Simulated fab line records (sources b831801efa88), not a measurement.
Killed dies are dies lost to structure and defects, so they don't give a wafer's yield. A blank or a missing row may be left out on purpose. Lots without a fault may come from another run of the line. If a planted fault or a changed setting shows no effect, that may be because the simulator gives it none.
A sampling plan put to the test ; flow gf180mcu ; one fab line, 40 faults that these records tell of, each judged on the records of the lots that it struck; 12 more are left out, because the records don't allow judging them
The plan is the line's own looks: the steps of the route at which a gauge or an inspection reads the wafer and doesn't change it. A look is open to judgement when struck wafers have a number at it and the file gives its usual mean and standard deviation on fault-free wafers. Caught: the struck wafers' mean, at a look after the fault's first step, is 4 or more of those standard deviations (sigma) away from the usual mean. On the tool: the test repeated on the tool's own readings taken at the fault's steps. Another recipe on the struck wafers, or a record that is blank for them alone, also counts as caught.

== THE FAULTS, as the simulator had put them in ==
1. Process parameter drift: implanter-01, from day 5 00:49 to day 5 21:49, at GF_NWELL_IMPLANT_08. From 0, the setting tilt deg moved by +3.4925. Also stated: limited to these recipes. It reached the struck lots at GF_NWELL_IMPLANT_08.
2. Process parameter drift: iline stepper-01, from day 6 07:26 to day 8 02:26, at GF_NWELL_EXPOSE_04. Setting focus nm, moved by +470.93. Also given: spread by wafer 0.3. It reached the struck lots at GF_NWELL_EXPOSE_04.
3. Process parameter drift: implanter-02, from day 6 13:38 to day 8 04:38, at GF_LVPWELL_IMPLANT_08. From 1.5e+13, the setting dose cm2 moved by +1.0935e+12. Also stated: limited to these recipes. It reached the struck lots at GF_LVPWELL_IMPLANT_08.
4. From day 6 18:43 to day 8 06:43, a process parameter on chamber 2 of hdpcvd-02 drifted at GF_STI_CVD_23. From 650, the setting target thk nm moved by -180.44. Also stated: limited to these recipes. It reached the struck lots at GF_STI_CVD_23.
5. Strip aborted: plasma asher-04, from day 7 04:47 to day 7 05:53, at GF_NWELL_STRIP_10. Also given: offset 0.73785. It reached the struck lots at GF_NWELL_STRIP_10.
6. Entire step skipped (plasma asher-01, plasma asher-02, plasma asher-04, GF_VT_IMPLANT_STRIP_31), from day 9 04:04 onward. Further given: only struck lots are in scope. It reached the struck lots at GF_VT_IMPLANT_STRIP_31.
7. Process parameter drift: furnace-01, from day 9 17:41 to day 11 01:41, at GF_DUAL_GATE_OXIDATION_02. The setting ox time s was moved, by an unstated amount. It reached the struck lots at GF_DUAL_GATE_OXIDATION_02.
8. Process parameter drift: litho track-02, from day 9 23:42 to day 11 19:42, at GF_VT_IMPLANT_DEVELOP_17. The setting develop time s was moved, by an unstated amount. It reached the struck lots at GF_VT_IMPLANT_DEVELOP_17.
9. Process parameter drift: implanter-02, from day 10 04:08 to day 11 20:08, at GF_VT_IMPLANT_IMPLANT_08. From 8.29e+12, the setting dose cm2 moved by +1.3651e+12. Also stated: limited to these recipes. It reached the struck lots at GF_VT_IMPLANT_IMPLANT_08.
10. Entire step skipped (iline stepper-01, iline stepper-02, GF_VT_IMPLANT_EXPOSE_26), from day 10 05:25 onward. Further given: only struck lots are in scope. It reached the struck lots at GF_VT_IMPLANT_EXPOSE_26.
11. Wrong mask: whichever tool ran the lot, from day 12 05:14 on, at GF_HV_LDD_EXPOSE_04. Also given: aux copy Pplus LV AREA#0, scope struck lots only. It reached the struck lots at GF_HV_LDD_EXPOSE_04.
12. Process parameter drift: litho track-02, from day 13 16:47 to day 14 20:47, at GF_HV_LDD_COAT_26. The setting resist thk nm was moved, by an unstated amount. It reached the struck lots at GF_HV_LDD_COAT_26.
13. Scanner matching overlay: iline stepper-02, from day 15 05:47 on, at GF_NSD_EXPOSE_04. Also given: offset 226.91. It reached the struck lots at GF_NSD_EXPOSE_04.
14. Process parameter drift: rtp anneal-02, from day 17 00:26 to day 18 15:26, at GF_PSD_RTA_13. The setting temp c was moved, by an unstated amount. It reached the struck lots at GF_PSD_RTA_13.
15. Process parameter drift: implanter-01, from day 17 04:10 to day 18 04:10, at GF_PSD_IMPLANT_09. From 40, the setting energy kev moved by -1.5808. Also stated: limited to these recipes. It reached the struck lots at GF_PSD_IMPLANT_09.
16. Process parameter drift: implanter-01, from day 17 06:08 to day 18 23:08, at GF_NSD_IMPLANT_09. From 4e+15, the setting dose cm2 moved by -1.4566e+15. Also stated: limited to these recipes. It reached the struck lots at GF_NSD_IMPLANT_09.
17. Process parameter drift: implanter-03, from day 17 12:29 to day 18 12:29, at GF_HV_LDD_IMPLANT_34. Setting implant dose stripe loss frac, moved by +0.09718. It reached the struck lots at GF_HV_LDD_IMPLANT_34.
18. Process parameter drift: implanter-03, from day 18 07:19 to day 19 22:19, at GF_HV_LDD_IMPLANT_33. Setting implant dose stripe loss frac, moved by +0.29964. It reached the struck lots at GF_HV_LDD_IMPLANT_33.
19. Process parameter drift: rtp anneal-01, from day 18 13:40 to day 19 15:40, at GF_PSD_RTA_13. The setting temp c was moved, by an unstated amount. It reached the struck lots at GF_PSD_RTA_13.
20. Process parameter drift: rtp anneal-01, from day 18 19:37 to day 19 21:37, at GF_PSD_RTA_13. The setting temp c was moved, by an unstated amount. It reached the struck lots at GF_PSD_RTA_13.
21. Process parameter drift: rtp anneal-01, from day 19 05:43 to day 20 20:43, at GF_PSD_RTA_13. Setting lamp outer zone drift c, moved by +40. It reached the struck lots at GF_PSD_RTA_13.
22. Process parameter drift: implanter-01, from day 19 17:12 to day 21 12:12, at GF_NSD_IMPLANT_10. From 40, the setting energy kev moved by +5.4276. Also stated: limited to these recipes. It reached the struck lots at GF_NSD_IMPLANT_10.
23. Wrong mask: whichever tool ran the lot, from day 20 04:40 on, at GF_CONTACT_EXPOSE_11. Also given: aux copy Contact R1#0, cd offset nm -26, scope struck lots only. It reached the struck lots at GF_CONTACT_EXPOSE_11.
24. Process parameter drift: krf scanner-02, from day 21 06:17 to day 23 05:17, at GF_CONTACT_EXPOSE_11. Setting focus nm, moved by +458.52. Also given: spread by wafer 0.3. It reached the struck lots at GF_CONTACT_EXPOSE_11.
25. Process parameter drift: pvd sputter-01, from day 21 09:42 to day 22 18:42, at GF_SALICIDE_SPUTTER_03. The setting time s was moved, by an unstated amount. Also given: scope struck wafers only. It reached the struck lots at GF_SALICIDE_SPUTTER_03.
26. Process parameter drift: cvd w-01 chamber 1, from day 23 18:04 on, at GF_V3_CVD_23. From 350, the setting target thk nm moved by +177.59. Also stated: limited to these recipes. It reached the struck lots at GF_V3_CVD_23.
27. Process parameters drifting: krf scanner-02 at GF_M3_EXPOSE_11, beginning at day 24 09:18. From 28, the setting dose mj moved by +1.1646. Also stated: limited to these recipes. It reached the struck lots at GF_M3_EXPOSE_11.
28. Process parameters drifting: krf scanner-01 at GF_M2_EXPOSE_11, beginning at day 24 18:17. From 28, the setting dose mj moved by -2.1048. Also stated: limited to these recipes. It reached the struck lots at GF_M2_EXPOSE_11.
29. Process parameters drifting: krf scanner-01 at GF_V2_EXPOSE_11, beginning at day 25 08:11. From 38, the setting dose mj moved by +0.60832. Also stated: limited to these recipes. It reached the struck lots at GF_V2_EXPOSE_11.
30. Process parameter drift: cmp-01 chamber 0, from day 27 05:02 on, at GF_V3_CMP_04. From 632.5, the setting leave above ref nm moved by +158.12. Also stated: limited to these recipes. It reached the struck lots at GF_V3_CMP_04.
31. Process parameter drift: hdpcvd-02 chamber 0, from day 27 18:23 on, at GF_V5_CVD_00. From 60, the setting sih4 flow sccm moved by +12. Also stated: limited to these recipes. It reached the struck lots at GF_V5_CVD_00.
32. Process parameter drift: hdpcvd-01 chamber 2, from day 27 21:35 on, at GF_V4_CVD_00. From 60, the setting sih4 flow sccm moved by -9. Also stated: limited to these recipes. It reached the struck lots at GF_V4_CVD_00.
33. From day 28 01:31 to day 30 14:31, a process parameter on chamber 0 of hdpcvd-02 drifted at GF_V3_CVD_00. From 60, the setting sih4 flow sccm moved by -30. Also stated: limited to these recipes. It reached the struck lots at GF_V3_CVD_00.
34. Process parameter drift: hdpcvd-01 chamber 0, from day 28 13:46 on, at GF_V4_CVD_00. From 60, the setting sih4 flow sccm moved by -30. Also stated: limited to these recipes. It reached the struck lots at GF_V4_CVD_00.
35. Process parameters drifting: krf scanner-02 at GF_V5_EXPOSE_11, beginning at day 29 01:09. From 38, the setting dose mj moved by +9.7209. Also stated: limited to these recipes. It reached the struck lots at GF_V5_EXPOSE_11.
36. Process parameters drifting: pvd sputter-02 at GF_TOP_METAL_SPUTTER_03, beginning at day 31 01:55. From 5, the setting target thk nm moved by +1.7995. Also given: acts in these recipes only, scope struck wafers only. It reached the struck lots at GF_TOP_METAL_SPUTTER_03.
37. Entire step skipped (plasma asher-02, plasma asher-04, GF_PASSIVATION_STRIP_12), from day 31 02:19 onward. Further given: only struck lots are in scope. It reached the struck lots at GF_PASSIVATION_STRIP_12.
38. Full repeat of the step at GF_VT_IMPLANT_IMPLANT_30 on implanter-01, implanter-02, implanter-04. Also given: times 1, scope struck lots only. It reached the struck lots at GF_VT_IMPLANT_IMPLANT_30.
39. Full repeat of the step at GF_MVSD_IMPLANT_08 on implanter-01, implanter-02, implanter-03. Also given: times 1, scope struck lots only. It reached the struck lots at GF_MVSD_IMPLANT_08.
40. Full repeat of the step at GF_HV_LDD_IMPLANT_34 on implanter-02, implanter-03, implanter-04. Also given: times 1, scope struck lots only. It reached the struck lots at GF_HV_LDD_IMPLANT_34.

== WHAT THE PLAN SAW ==
fault;on the tool itself;first look that catches it;reading, sigma;median hours from its first step to that look;hours from the fault's start to the first struck lot there;judged looks passed uncaught
1;tilt deg +99 or beyond sigma;GF_NWELL_TW_MEAS_11;NWELL_TW +16;0.4;7;0
2;under 2 sigma;none of the 5 looks that can be judged after it;-;-;-;5
3;dose ions cm2 +78 sigma;GF_VT_IMPLANT_RS_MEAS_48;LVPWELL_RS -12;103.2;105;0
4;no reading that can be judged;GF_STI_THK_MEAS_24;STI_CVD_23_THK -21;0.1;3;0
5;oes product au +40 sigma;GF_LVPWELL_TW_MEAS_11;LVPWELL_TW -99 or beyond;15.8;17;0
6;the tool's record is blank for the struck wafers;GF_VT_IMPLANT_TW_MEAS_43;VT_IMPLANT_4_TW -99 or beyond;17.9;21;0
7;under 2 sigma;GF_DUAL_GATE_THK_MEAS_03;DUAL_GATE_OXIDATION_00_THK +23;1.5;10;0
8;no reading that can be judged;GF_VT_IMPLANT_TW_MEAS_21;VT_IMPLANT_2_TW -99 or beyond;0.4;7;0
9;dose ions cm2 +99 or beyond sigma;GF_VT_IMPLANT_TW_MEAS_10;VT_IMPLANT_TW +10;0.2;4;0
10;no reading that can be judged;no look after it can be judged;-;-;-;0
11;under 2 sigma;GF_HV_LDD_TW_MEAS_11;HV_LDD_TW -99 or beyond;9.8;12;0
12;no reading that can be judged;none of the 3 looks that can be judged after it;strongest: cd nm at GF_HV_LDD_CD_MEAS_31, +3.3;-;-;3
13;no reading that can be judged;GF_NSD_OVL_MEAS_08;NSD_OVL +99 or beyond;10.8;14;0
14;wafer_temp_C_max +7.8 sigma;GF_PSD_RS_MEAS_14;NSD_RS -16;0.1;7;0
15;beam energy keV -99 or beyond sigma;GF_PSD_RS_MEAS_15;PSD_RS +7.0;0.6;3;0
16;dose ions cm2 -99 or beyond sigma;GF_PSD_RS_MEAS_14;NSD_RS +41;25.2;32;0
17;under 2 sigma;none of the 7 looks that can be judged after it;-;-;-;7
18;no reading that can be judged;GF_HV_LDD_RS_MEAS_53;HV_LDD_RS +4.8;25.2;29;1
19;wafer_temp_C_max +19 sigma;GF_PSD_RS_MEAS_14;NSD_RS -48;0.1;1;0
20;wafer_temp_C_max -8.7 sigma;GF_PSD_RS_MEAS_14;NSD_RS +17;0.1;6;0
21;under 2 sigma;GF_PSD_RS_MEAS_14;NSD_RS -40;0.1;5;0
22;beam energy keV +99 or beyond sigma;no look after it can be judged;-;-;-;0
23;no reading that can be judged;GF_CONTACT_CD_MEAS_14;cd nm -18;12.0;13;0
24;no reading that can be judged;GF_CONTACT_CD_MEAS_14;cd nm -15;11.4;26;0
25;under 2 sigma;GF_SALICIDE_THK_MEAS_05;SALICIDE_TIN_THK -7.2;0.2;12;0
26;under 2 sigma;GF_V3_RS_MEAS_24;V3_W_RS -18;0.1;14;0
27;exposure dose mJ cm2 +30 sigma;not the one look that can be judged after it;strongest: cd nm at GF_M3_CD_MEAS_14, -3.9;-;-;1
28;exposure dose mJ cm2 -79 sigma;GF_M2_CD_MEAS_14;cd nm +6.7;10.4;14;0
29;exposure dose mJ cm2 +13 sigma;none of the 2 looks that can be judged after it;-;-;-;2
30;time to endpoint s -10 sigma;no look after it can be judged;-;-;-;0
31;sih4 flow sccm +76 sigma;GF_V5_THK_MEAS_01;V5_CVD_00_THK +16;0.1;7;0
32;sih4 flow sccm -52 sigma;GF_V4_THK_MEAS_01;V4_CVD_00_THK -14;0.1;26;0
33;sih4 flow sccm -99 or beyond sigma;GF_V3_THK_MEAS_01;V3_CVD_00_THK -45;0.1;5;0
34;sih4 flow sccm -99 or beyond sigma;GF_V4_THK_MEAS_01;V4_CVD_00_THK -44;0.1;4;0
35;exposure dose mJ cm2 +99 or beyond sigma;GF_V5_CD_MEAS_14;cd nm +26;9.2;11;0
36;under 2 sigma;no look after it can be judged;-;-;-;0
37;no reading that can be judged;no look after it can be judged;-;-;-;0
38;under 2 sigma;GF_VT_IMPLANT_TW_MEAS_32;VT_IMPLANT_3_TW +43;0.6;-;0
39;under 2 sigma;GF_MVSD_TW_MEAS_11;MVSD_TW +35;0.7;-;0
40;under 2 sigma;GF_HV_LDD_TW_MEAS_38;HV_LDD_3_TW +11;0.9;-;0
A dash: the fault is not caught, or the number is missing from these records.

Caught at a look: 30 of 40. Caught on the tool: 20 of 40. By one or the other: 34 of 40.
Faults caught by the tool alone: 22, 27, 29, 30.
Caught at a look alone: faults 4, 7, 8, 11, 13, 18, 21, 23, 24, 25, 26, 38, 39, 40.
Caught by neither: faults 2, 10, 12, 17, 36, 37.

== THINNER SAMPLING ==
If the look that catches a fault measured only every second or every third lot, by lot number, the first struck lot would be measured this late in the worst case:
fault;struck lots at that look, in order of time;every lot;every second lot;every third lot
1;L651, L652, L653;7 h;15 h;20 h
3;L379, L380;105 h;113 h;may miss all 2
4;L977, L978;3 h;9 h;may miss all 2
5;L973;17 h;may miss it;may miss it
6;L941, L942, L943;21 h;31 h;37 h
7;L961;10 h;may miss it;may miss it
8;L632, L634;7 h;may miss all 2;may miss all 2
9;L100, L101;4 h;9 h;may miss all 2
11;L840;12 h;may miss it;may miss it
13;L905, L906, L908;14 h;21 h;may miss all 3
14;L351, L352;7 h;22 h;may miss all 2
15;L563;3 h;may miss it;may miss it
16;L637, L639;32 h;may miss all 2;may miss all 2
18;L830;29 h;may miss it;may miss it
19;L363, L364, L365;1 h;12 h;21 h
20;L124, L125;6 h;15 h;may miss all 2
21;L265, L268;5 h;30 h;may miss all 2
23;L617;13 h;may miss it;may miss it
24;L973, L974;26 h;30 h;may miss all 2
25;L637;12 h;may miss it;may miss it
26;L256, L257;14 h;16 h;may miss all 2
28;L912, L915;14 h;29 h;may miss all 2
31;L644;7 h;may miss it;may miss it
32;L982, L984;26 h;may miss all 2;may miss all 2
33;L618, L620;5 h;may miss all 2;may miss all 2
34;L222, L223;4 h;10 h;may miss all 2
35;L879, L880, L884;11 h;19 h;48 h
Hours are from the fault's start to the first struck lot that is measured. The test against the limit of 4 sigma pooled every struck wafer, which means one lot taken alone may stay below that limit. Other struck lots may not be in these records.

== THE LONGEST TIMED WAY FROM STEP TO LOOK ==
In fault 3, a median of 103.2 hours elapses between GF_LVPWELL_IMPLANT_08 and GF_VT_IMPLANT_RS_MEAS_48. No look between them can be judged.
